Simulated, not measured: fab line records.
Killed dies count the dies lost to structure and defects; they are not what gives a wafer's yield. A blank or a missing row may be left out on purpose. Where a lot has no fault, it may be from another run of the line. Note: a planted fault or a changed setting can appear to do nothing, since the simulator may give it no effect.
Which tool is to blame? | flow sky130 | 13 lots, 39 wafers sampled, at 2 steps of a route of 708

## WHAT THE GAUGES READ, wafer by wafer
SKY_POLY_GATE_CD_MEAS_13: target cd 150 nm. Usual: 149.9 nm for cdNm, sd 1.4.
lot  | measured     | on       | cdNm (nm)         | flag
L470 | day 15 23:32 | cdSem-01 | 152.1 151.7 151.7 | 
L472 | day 17 06:52 | cdSem-02 | 146.9 148.4 148.3 | 
L471 | day 17 07:52 | cdSem-02 | 150.6 150.3 150.5 | 
L473 | day 17 12:44 | cdSem-01 | 150.7 150.6 151.7 | 
L474 | day 17 15:18 | cdSem-02 | 150.6 149.4 150.1 | 
L476 | day 18 19:33 | cdSem-01 | 150.4 150.2 149.9 | 
L477 | day 19 03:59 | cdSem-01 | 150.8 150.0 150.8 | 
L478 | day 19 10:04 | cdSem-02 | 150.1 149.3 148.9 | 
L486 | day 22 12:45 | cdSem-01 | 149.4 149.1 148.8 | 
L488 | day 22 23:01 | cdSem-01 | 152.2 151.4 153.1 | 
L490 | day 24 06:54 | cdSem-01 | 150.2 149.8 149.3 | 
L492 | day 24 16:35 | cdSem-01 | 147.7 147.2 147.2 | 
L493 | day 24 20:00 | cdSem-02 | 150.2 150.6 151.0 | 

SKY_LDD_N_OVL_MEAS_07. Usual: LDD_N_OVL typically reads -0.5 nm, with standard deviation 1.6.
lot  | measured     | on         | LDD_N_OVL (nm) | flag
L470 | day 17 08:14 | overlay-01 | 2.5 1.4 0.9    | 
L472 | day 18 16:00 | overlay-02 | -0.4 -2.6 0.2  | 
L471 | day 18 16:16 | overlay-02 | -0.2 -0.8 -1.7 | 
L473 | day 18 23:35 | overlay-01 | -4.5 -0.9 -3.3 | 
L474 | day 18 23:41 | overlay-02 | -1.1 0.6 -0.4  | 
L476 | day 20 04:20 | overlay-01 | 3.2 2.9 0.9    | 
L477 | day 20 12:38 | overlay-02 | -2.9 -2.6 -2.5 | 
L478 | day 20 19:22 | overlay-01 | 0.7 -0.5 -0.9  | 
L486 | day 23 20:18 | overlay-02 | -0.8 -2.5 0.6  | 
L488 | day 24 06:33 | overlay-01 | 0.9 -0.3 -0.7  | 
L490 | day 25 15:01 | overlay-01 | -3.2 0.9 1.4   | 
L492 | day 25 23:26 | overlay-01 | -1.2 -0.5 0.0  | 
L493 | day 26 03:22 | overlay-01 | -1.2 1.5 0.8   | 

## WHAT TOOL EACH LOT RAN ON (gives the tool, then ch and the chambers of the sampled wafers, and finally the start)
The record holds no process step before these readings.

## AS READ BY THE TOOLS THEMSELVES (means over the sampled wafers that have a number; for cases with no such wafer, the mark the record gives instead)
The record holds no such reading with a usual standard deviation.

## THE ANSWER, worked out from the rows above alone
Rule: lot off if the mean of its wafers having a number is beyond 3 standard deviations from the usual mean. A lot without any number at a reading at which 4 lots or more have one is off too. The other lots that the step has rows for count as sound. First the gauges in route order, then the tools' own readings, where a lot's mean is used as printed above. At the first step where some lot is off, the reading lying furthest off is the one used; lots without a number count as furthest.
None of the lots is off at any reading shown; this tells nothing.

## WHAT THE SIMULATOR PUT IN
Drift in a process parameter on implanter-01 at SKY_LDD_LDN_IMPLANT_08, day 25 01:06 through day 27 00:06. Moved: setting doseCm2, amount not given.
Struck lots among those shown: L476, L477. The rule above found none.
